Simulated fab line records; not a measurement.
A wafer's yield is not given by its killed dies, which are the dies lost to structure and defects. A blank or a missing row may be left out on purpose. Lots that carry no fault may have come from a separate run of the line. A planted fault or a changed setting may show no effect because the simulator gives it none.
Code-filled problem report in 8D (eight disciplines) form | flow gf180mcu | the parts of the form that need people (team, actions taken, sign-off) are left out

1. WHAT IS WRONG
SALICIDE_TIN_THK at GF_SALICIDE_THK_MEAS_05 reads a mean of 17.54 nm on 1 wafer of 1 lot; wafers without a fault read 19.92 nm with a standard deviation of 0.29. Relative to the usual mean, that is a shift of -8.2 standard deviations.
The step: measures by xrf.
First observed at day 22 11:29: wafer L893.2, on film metro-02. The record has a number at this step for 39 wafers belonging to 13 lots. Rule for "out", or "out of limits": more than 4 standard deviations from the usual mean. The rest of the wafers with a number are treated as sound.

2. WHAT IT IS, AND WHAT IT ISN'T
question                    | is                | is not
which readings at this step | SALICIDE_TIN_THK  | -
which lots                  | L893              | L874, L876, L877, L878, L879, L883, L884, L887, L888, L894, L895, L896
which wafers of those lots  | L893.2            | L893.4, L893.6
read on which gauges        | film metro-02     | film metro-01, film metro-03
when                        | from day 22 11:29 | up to then (29 sound wafers); but 9 sound wafers of L894, L895, L896 came after

3. THE SUSPECTS, EACH WITH WHAT RULES IT OUT
Counting: if a tool at a process step up to the reading ran every lot that is out, it stays a suspect. Sound lots after the first of them don't rule it out here, since some wafers of a struck lot are sound.
- the gauge at GF_SALICIDE_THK_MEAS_05: kept. All the wafers that are out were read on film metro-02, and no step on other tools shows them out.
- pvd sputter-01 at GF_SALICIDE_SPUTTER_02 (material Co, target thk 10 nm, time 20 s): kept. L893, the lot that is out, went through it at day 22 11:18; up to then, the latest sound lot through it was L888 at day 20 17:14.
- pvd sputter-01 at GF_SALICIDE_SPUTTER_03 (material TiN, target thk 20 nm, time 16.7 s): kept. L893, the lot that is out, went through it at day 22 11:20; up to then, the latest sound lot through it was L888 at day 20 17:16.
Still standing after the count: pvd sputter-01 at GF_SALICIDE_SPUTTER_02, pvd sputter-01 at GF_SALICIDE_SPUTTER_03, film metro-02 at GF_SALICIDE_THK_MEAS_05.

4. THE CAUSE (what the simulator had put in)
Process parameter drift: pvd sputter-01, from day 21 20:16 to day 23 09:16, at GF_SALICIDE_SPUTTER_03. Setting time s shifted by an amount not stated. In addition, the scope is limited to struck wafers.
Of the 3 suspects that counting leaves, this tool is one.

5. THE CHAIN OF EFFECTS, in route order
One row per reading whose mean, taken over the struck wafers that have a number, lies over 3 standard deviations from the usual. Scope: only readings with a usual standard deviation given in the record; hours: median across lots of the time from each lot's start at the first step in this table that gives one to its start at this step; sigmas: change in usual standard deviations.
hours | step                    | reading          | usual    | on struck wafers | change | sigmas
0     | GF_SALICIDE_THK_MEAS_05 | SALICIDE_TIN_THK | 19.92 nm | 17.54            | -2.38  | -8.2

6. HOW IT WOULD HAVE BEEN CAUGHT EARLIER
The first out-of-limits reading at a measuring or inspecting step in this record came at day 22 11:29, 15 hours after the fault's start at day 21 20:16.
Of the tool readings at GF_SALICIDE_SPUTTER_03 for which the record gives a usual standard deviation, none was out on any struck wafer, so an alarm limit of 4 standard deviations on them would not have fired.
The start of GF_SALICIDE_SPUTTER_03 on pvd sputter-01 came by day 22 11:29 for every one of the lots that are out (1). Had the tool been put on hold then, not one of them would have been saved.
